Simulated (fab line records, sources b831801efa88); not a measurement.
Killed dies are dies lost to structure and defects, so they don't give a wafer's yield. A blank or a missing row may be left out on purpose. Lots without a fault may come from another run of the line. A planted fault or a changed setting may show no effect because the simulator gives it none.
fab line records | flow sky130 | part 2 of 2: steps 42 to 42 of 42
record lots=7 wafers=21 last_day=50
route steps=708 shown PWDE@48 NWELL@56 VT_ADJUST_HVTP@85 PAD_OPEN@708
lots that met no fault: from a run of the same line without faults
start_h: hours from the record's first day to the start of the lot's first wafer shown | wait_h: hours since the lot's step before | " the same as in the row above | L1.1+2: a row that stands for several wafers | - no value, or no start given | * or withheld: withheld | < > ~ a bound
route shown NAME@n: a module of which the file shows steps, and the number in the route of the first | usual: mean/standard deviation of fault-free wafers | same: alike in all rows | chamber/n: place in a boat | sites: the reading at each site | _std_site: their standard deviation | _edge_site: outer sites' mean less inner sites' | radius_mm: how far each site lies from the wafer's centre | mask NAME#n: copy n | behind: the tool/chamber that last shaped the wafer | hold: why the lot was held/for how many hours/how that ended | device: the transistor (n, p or np) that didn't switch | end of line: the same wafers' tests at the end of the route | a step without rows: its recipe alone | killed: dies lost to structure and defects at the first sort, not the wafer's yield | map: a wafer's dies, x killed, . not, _ none there
set.NAME: the setting as run; set.NAME@STEP: as run at that earlier step | model.NAME: the simulator's own value behind a step, which no gauge read
lots at some steps of the route; a table a step, a row a wafer
services: from which hour (start_h, from the record's first day; less than 0 if before it) a tool's chamber was out of use, for how many hours, and why
## steps
# step SKY_PAD_OPEN_PROBE_99
# usual killed_at_M0_to_M3=43/6.6 killed_at_M4_up=2.9/1.6 killed_at_contacts=24/4.9 killed_at_front_end=15/4.5 killed_at_other=0.2/0.45 killed_dies=86/8.8 killed_open=48/6.4 killed_short=38/5.6
# same gross_dies=492 killed_at_back_side=0
# columns lot.wafer tool chamber start_h wait_h killed_at_M0_to_M3 killed_at_M4_up killed_at_contacts killed_at_front_end killed_at_other killed_dies killed_open killed_short model.etest.pfet_16v.r_on_ohm_um model.etest.nfet_16v.r_on_ohm_um model.etest.res_nwell.line_ohm_um model.etest.res_nwell.width_nm model.etest.res_iso_pwell.width_nm model.etest.pfet_16v.drive_ua_um model.etest.iso_nwell_nwell.leak_log10_a_um
L957.4 prober-01 - 1075.81 0.2 41 4 24 16 0 85 55 30 1.565e+04 1.435e+04 1134 841.6 2658 239.6 -13.24
L957.5 prober-01 - 1075.86 0.2 47 2 20 11 0 80 44 36 1.521e+04 1.445e+04 1100 836.6 2660 245.3 -13.21
L957.6 prober-01 - 1075.91 0.2 48 2 26 15 0 91 51 40 1.485e+04 1.431e+04 1075 832 2650 250.5 -13.28
L958.3 prober-02 - 1092.89 0.2 50 2 24 14 1 91 49 42 1.534e+04 1.391e+04 1142 846.1 2642 239.1 -13.81
L958.4 prober-02 - 1092.94 0.2 60 2 22 13 0 97 54 43 1.532e+04 1.386e+04 1155 845.9 2633 242.7 -13.73
L958.6 prober-02 - 1093.04 0.2 41 5 26 13 1 86 54 32 1.533e+04 1.397e+04 1144 843.5 2630 241.5 -13.88
L959.1 prober-01 - 1097.07 0.1 34 3 30 12 0 79 48 31 1.502e+04 1.438e+04 1090 841.3 2641 245.7 -13.35
L959.3 prober-01 - 1097.17 0.2 44 2 28 13 0 87 44 43 1.497e+04 1.427e+04 1088 840.9 2653 249 -13.53
L959.6 prober-01 - 1097.32 0.2 38 3 18 13 0 72 40 32 1.514e+04 1.412e+04 1089 844.4 2644 245.7 -13.32
L961.1 prober-01 - 1124.74 0.1 41 2 20 10 0 73 47 26 1.563e+04 1.356e+04 1006 939.4 2581 231.4 -13.2
L961.4 prober-01 - 1124.89 0.2 50 2 26 9 0 87 50 37 1.568e+04 1.34e+04 994.2 942.3 2593 231.6 -13.3
L961.6 prober-01 - 1124.99 0.2 37 5 31 12 1 86 59 27 1.542e+04 1.351e+04 970.9 940.2 2573 233 -13.17
L964.1 prober-01 - 1136.93 0.1 49 2 33 18 0 102 51 51 1.652e+04 1.388e+04 978.9 966.9 2569 223.5 -11.95
L964.3 prober-01 - 1137.03 0.2 39 2 34 15 1 91 59 32 1.613e+04 1.426e+04 1119 858.2 2637 236.7 -13.23
L964.6 prober-01 - 1137.18 0.2 53 3 26 11 0 93 45 48 1.706e+04 1.389e+04 1016 972.4 2544 218.3 -11.75
L967.2 prober-02 - 1140.08 0.1 45 6 15 17 0 83 45 38 1.554e+04 1.424e+04 1038 859.7 2625 242.6 -12.58
L967.3 prober-02 - 1140.13 0.2 51 6 23 7 1 88 45 43 1.543e+04 1.422e+04 1037 864.8 2624 244.8 -12.66
L967.6 prober-02 - 1140.28 0.2 38 2 29 13 0 82 46 36 1.618e+04 1.357e+04 915.9 964.1 2549 227.4 -10.96
L979.2 prober-02 - 1203.83 0.1 27 2 21 6 0 56 31 25 1.534e+04 1.388e+04 1171 828.9 2659 239.4 -13.88
L979.5 prober-02 - 1203.98 0.2 44 6 29 5 0 84 49 35 1.573e+04 1.396e+04 1196 835.6 2660 233.2 -13.95
L979.6 prober-02 - 1204.03 0.2 34 2 26 9 0 71 35 36 1.524e+04 1.389e+04 1154 831.5 2670 239.9 -13.87
# killed by level:class
L957.4 LI_CONTACT:geometric_particle:open=10 VIA1:geometric_particle:open=10 METAL2:geometric_particle:short=8 VIA3:geometric_particle:open=8 CONTACT:geometric_particle:open=7 POLY_GATE:geometric_particle:open=6 VIA2:geometric_particle:open=5 FIELD_ISO:geometric_particle:short=4
L957.5 VIA2:geometric_particle:open=8 VIA1:geometric_particle:open=7 LI_CONTACT:geometric_particle:open=7 CONTACT:geometric_particle:open=6 METAL2:geometric_particle:short=6 VIA2:geometric_particle:short=5 METAL1:geometric_particle:short=4 VIA1:geometric_particle:short=4
L957.6 VIA1:geometric_particle:open=13 LI_CONTACT:geometric_particle:open=12 VIA3:geometric_particle:open=8 VIA1:geometric_particle:short=7 POLY_GATE:geometric_particle:short=6 METAL2:geometric_particle:short=6 CONTACT:geometric_particle:open=5 FIELD_ISO:geometric_particle:short=3
L958.3 VIA1:geometric_particle:open=13 CONTACT:geometric_particle:open=13 CONTACT:geometric_particle:short=8 VIA1:geometric_particle:short=7 VIA2:geometric_particle:open=7 POLY_GATE:geometric_particle:short=4 METAL1:geometric_particle:short=4 METAL2:geometric_particle:short=4
L958.4 VIA1:geometric_particle:open=17 CONTACT:geometric_particle:open=9 METAL1:geometric_particle:short=9 LI_CONTACT:geometric_particle:open=7 VIA2:geometric_particle:short=7 VIA2:geometric_particle:open=6 POLY_GATE:geometric_particle:open=5 VIA3:geometric_particle:short=5
L958.6 VIA1:geometric_particle:open=13 CONTACT:geometric_particle:open=11 LI_CONTACT:geometric_particle:open=7 VIA3:geometric_particle:open=6 POLY_GATE:geometric_particle:short=5 VIA2:geometric_particle:open=5 METAL4:geometric_particle:short=5 FIELD_ISO:geometric_particle:open=4
L959.1 LI_CONTACT:geometric_particle:open=10 CONTACT:geometric_particle:open=9 VIA3:geometric_particle:open=8 VIA1:geometric_particle:open=6 VIA2:geometric_particle:short=5 CONTACT:geometric_particle:short=4 FIELD_ISO:geometric_particle:short=3 POLY_GATE:geometric_particle:open=3
L959.3 CONTACT:geometric_particle:open=13 VIA1:geometric_particle:open=11 LOCAL_INTERCONNECT:geometric_particle:short=7 METAL1:geometric_particle:short=6 METAL2:geometric_particle:short=6 VIA2:geometric_particle:open=6 FIELD_ISO:geometric_particle:short=5 VIA3:geometric_particle:open=5
L959.6 VIA1:geometric_particle:open=11 CONTACT:geometric_particle:open=8 VIA1:geometric_particle:short=5 METAL2:geometric_particle:short=5 FIELD_ISO:geometric_particle:open=4 FIELD_ISO:geometric_particle:short=3 LI_CONTACT:geometric_particle:open=3 LOCAL_INTERCONNECT:geometric_particle:open=3
L961.1 LI_CONTACT:geometric_particle:open=8 VIA1:geometric_particle:open=8 VIA2:geometric_particle:open=8 CONTACT:geometric_particle:open=7 VIA3:geometric_particle:open=6 POLY_GATE:geometric_particle:short=4 METAL2:geometric_particle:short=4 VIA2:geometric_particle:short=4
L961.4 LI_CONTACT:geometric_particle:open=10 VIA1:geometric_particle:open=10 VIA1:geometric_particle:short=8 CONTACT:geometric_particle:open=7 VIA3:geometric_particle:open=7 VIA2:geometric_particle:open=7 METAL2:geometric_particle:short=5 VIA2:geometric_particle:short=4
L961.6 CONTACT:geometric_particle:open=12 VIA1:geometric_particle:open=11 LI_CONTACT:geometric_particle:open=10 VIA3:geometric_particle:open=7 CONTACT:geometric_particle:short=5 VIA2:geometric_particle:open=5 POLY_GATE:geometric_particle:open=4 LOCAL_INTERCONNECT:geometric_particle:short=4
L964.1 CONTACT:geometric_particle:open=14 VIA3:geometric_particle:open=10 FIELD_ISO:geometric_particle:short=8 METAL1:geometric_particle:short=8 LI_CONTACT:geometric_particle:open=7 VIA1:geometric_particle:open=7 VIA2:geometric_particle:open=5 CONTACT:geometric_particle:short=5
L964.3 LI_CONTACT:geometric_particle:open=12 VIA1:geometric_particle:open=12 CONTACT:geometric_particle:open=9 VIA3:geometric_particle:open=9 FIELD_ISO:geometric_particle:open=6 CONTACT:geometric_particle:short=6 FIELD_ISO:geometric_particle:short=5 LI_CONTACT:geometric_particle:short=4
L964.6 VIA1:geometric_particle:open=11 VIA3:geometric_particle:open=8 METAL3:geometric_particle:short=7 LI_CONTACT:geometric_particle:open=7 METAL1:geometric_particle:short=7 CONTACT:geometric_particle:open=7 CONTACT:geometric_particle:short=5 FIELD_ISO:geometric_particle:short=4
L967.2 VIA1:geometric_particle:open=11 VIA2:geometric_particle:open=8 FIELD_ISO:geometric_particle:short=6 LI_CONTACT:geometric_particle:open=6 VIA3:geometric_particle:open=6 METAL2:geometric_particle:short=5 VIA3:geometric_particle:short=5 FIELD_ISO:geometric_particle:open=4
L967.3 VIA1:geometric_particle:open=13 VIA3:geometric_particle:open=9 CONTACT:geometric_particle:open=8 LI_CONTACT:geometric_particle:open=6 CONTACT:geometric_particle:short=6 METAL1:geometric_particle:short=5 METAL2:geometric_particle:short=5 VIA1:geometric_particle:short=4
L967.6 LI_CONTACT:geometric_particle:open=10 CONTACT:geometric_particle:open=10 VIA1:geometric_particle:open=8 FIELD_ISO:geometric_particle:short=7 VIA3:geometric_particle:open=6 METAL1:geometric_particle:short=5 VIA1:geometric_particle:short=5 LI_CONTACT:geometric_particle:short=4
L979.2 VIA1:geometric_particle:open=7 LI_CONTACT:geometric_particle:open=6 VIA2:geometric_particle:open=6 CONTACT:geometric_particle:open=5 LI_CONTACT:geometric_particle:short=4 METAL1:geometric_particle:short=4 LOCAL_INTERCONNECT:geometric_particle:short=3 VIA1:geometric_particle:short=3
L979.5 VIA1:geometric_particle:open=14 CONTACT:geometric_particle:open=10 VIA2:geometric_particle:open=10 LI_CONTACT:geometric_particle:open=9 VIA1:geometric_particle:short=6 METAL4:geometric_particle:short=5 LOCAL_INTERCONNECT:geometric_particle:short=4 METAL1:geometric_particle:short=4
L979.6 CONTACT:geometric_particle:open=11 VIA1:geometric_particle:open=8 CONTACT:geometric_particle:short=6 METAL2:geometric_particle:short=6 VIA3:geometric_particle:open=5 LI_CONTACT:geometric_particle:short=4 LI_CONTACT:geometric_particle:open=4 VIA2:geometric_particle:short=4
## services
# columns tool chamber start_h hours kind
iline_stepper-02 - 55.84 1.7 pm
plasma_asher-03 - 59.80 1.5 repair
iline_stepper-01 - 86.83 4.4 pm
iline_stepper-02 - 106.07 6.0 repair
rtp_anneal-01 - 108.42 4.5 pm
plasma_asher-03 - 108.75 9.0 pm
plasma_asher-03 0 108.75 9.0 vent_cycle
plasma_asher-03 1 108.75 9.0 vent_cycle
plasma_asher-03 0 117.75 - clean
plasma_asher-03 1 117.75 - clean
iline_stepper-01 - 130.21 1.7 pm
plasma_asher-04 - 134.99 0.9 repair
plasma_asher-04 - 139.09 1.6 repair
plasma_asher-03 - 184.82 1.2 repair
iline_stepper-01 - 198.89 2.1 pm
iline_stepper-01 - 200.97 - consumable_replace:lamp
plasma_asher-02 - 226.92 0.7 repair
plasma_asher-03 - 231.71 14.6 pm
## key
first_sign none at tools or gauges
model_effect step=SKY_PAD_OPEN_PROBE_99 value=etest.pfet_16v.r_on_ohm_um without=1.536e+04 struck=1.608e+04
met_at SKY_NWELL_EXPOSE_07
struck_wafers L961.1,L961.4,L961.6,L964.1,L964.6,L967.6
tester_left_out L961,L964,L967
onset_between 89.92 116.60
fault kind=process_parameter_drift tool=iline_stepper-02 chamber=- onset_h=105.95 steps=SKY_NWELL_EXPOSE_07 channel=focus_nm offset=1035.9 shape=step end_h=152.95 scope=struck_wafers_only
# tester_left_out: of these lots the tester's yield and bins aren't shown, on N5 and GAA mostly nor the transistor test; their killed dies are dies lost to structure and defects alone, not to doping, threshold or leakage, so they don't give the yield
